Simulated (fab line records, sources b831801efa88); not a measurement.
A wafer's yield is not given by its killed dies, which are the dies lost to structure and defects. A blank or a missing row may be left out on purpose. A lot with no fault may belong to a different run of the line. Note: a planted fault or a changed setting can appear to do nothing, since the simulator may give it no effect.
What tool caused it? / flow gf180mcu / 11 lots with 33 wafers sampled at 3 steps, on a route of 602 steps

== WHAT THE GAUGES SHOWED, per wafer ==
GF_PSD_CD_MEAS_07: the cd target is 400 nm.
lot=L685; measured=day 15 22:58; on=cd_sem-01; cd_nm (nm)=397.2 394.1 394.3
lot=L687; measured=day 16 11:46; on=cd_sem-02; cd_nm (nm)=398.2 398.2 398.4
lot=L688; measured=day 17 07:34; on=cd_sem-02; cd_nm (nm)=396.5 395.1 397.1
lot=L691; measured=day 18 02:34; on=cd_sem-01; cd_nm (nm)=408.9 409.0 410.3
lot=L693; measured=day 18 17:02; on=cd_sem-01; cd_nm (nm)=411.4 413.4 408.3
lot=L694; measured=day 18 22:58; on=cd_sem-02; cd_nm (nm)=409.0 410.9 410.6
lot=L701; measured=day 21 08:23; on=cd_sem-01; cd_nm (nm)=398.4 399.0 395.8
lot=L700; measured=day 21 11:22; on=cd_sem-02; cd_nm (nm)=397.5 396.8 399.1
lot=L702; measured=day 21 14:32; on=cd_sem-02; cd_nm (nm)=398.9 398.6 398.6
lot=L703; measured=day 21 23:22; on=cd_sem-02; cd_nm (nm)=401.9 402.3 403.1
lot=L704; measured=day 22 15:30; on=cd_sem-01; cd_nm (nm)=397.2 395.6 397.7

== WHICH TOOL RAN EACH LOT (tool, then ch and the chambers of the sampled wafers, then the start) ==
lot=L685; GF_HV_LDD_STRIP_10=plasma_asher-03 ch 0,1, day 11 09:25; GF_PSD_COAT_02=litho_track-02 ch 0, day 15 12:14
lot=L687; GF_HV_LDD_STRIP_10=plasma_asher-03 ch 0,1, day 12 00:01; GF_PSD_COAT_02=litho_track-01 ch 0, day 16 00:28
lot=L688; GF_HV_LDD_STRIP_10=plasma_asher-03 ch 0,1, day 12 13:33; GF_PSD_COAT_02=litho_track-02 ch 0, day 16 19:38
lot=L691; GF_HV_LDD_STRIP_10=plasma_asher-03 ch 0,1, day 13 08:10; GF_PSD_COAT_02=litho_track-02 ch 0, day 17 14:50
lot=L693; GF_HV_LDD_STRIP_10=plasma_asher-01 ch 0,1, day 13 21:13; GF_PSD_COAT_02=litho_track-02 ch 0, day 18 05:20
lot=L694; GF_HV_LDD_STRIP_10=plasma_asher-04 ch 0,1, day 14 03:10; GF_PSD_COAT_02=litho_track-02 ch 0, day 18 11:05
lot=L701; GF_HV_LDD_STRIP_10=plasma_asher-03 ch 0,1, day 16 06:34; GF_PSD_COAT_02=litho_track-04 ch 0, day 20 20:04
lot=L700; GF_HV_LDD_STRIP_10=plasma_asher-01 ch 0,1, day 16 08:22; GF_PSD_COAT_02=litho_track-02 ch 0, day 20 23:05
lot=L702; GF_HV_LDD_STRIP_10=plasma_asher-03 ch 0,1, day 16 12:28; GF_PSD_COAT_02=litho_track-02 ch 0, day 21 02:07
lot=L703; GF_HV_LDD_STRIP_10=plasma_asher-03 ch 0,1, day 16 20:57; GF_PSD_COAT_02=litho_track-04 ch 0, day 21 11:40
lot=L704; GF_HV_LDD_STRIP_10=plasma_asher-04 ch 0,1, day 17 12:24; GF_PSD_COAT_02=litho_track-01 ch 0, day 22 04:07
- GF_HV_LDD_STRIP_10: strips in O2/N2.
- GF_PSD_COAT_02: resist thk 1000 nm.

== THE ANSWER, worked out from the rows above alone ==
Rule: the usual values come from the lots themselves. The widest of any qualifying gaps counts: lots, ordered by their means at a reading, are off when they make up no more than a third of the lots, leave a main group of 4 or more, and stand apart from it by 3 or more times the standard deviation of that group's means. A main group is skipped when, at the precision printed for the reading in the tables above, its means are all equal. Also off: a lot with no number at a reading for which 4 or more lots have one. All remaining lots with rows at the step are treated as sound.
Off: L691, L693, L694, at GF_PSD_CD_MEAS_07 (cd_nm). The main group has a mean of 397.9 nm with a standard deviation of 2.
If a tool, at a process step before that reading, ran all the lots that are off and no sound lot after the first of them, it fits. The gauges at GF_PSD_CD_MEAS_07 are tried like those tools. Not one of the candidates tried fits.

== WHAT WAS PUT IN BY THE SIMULATOR ==
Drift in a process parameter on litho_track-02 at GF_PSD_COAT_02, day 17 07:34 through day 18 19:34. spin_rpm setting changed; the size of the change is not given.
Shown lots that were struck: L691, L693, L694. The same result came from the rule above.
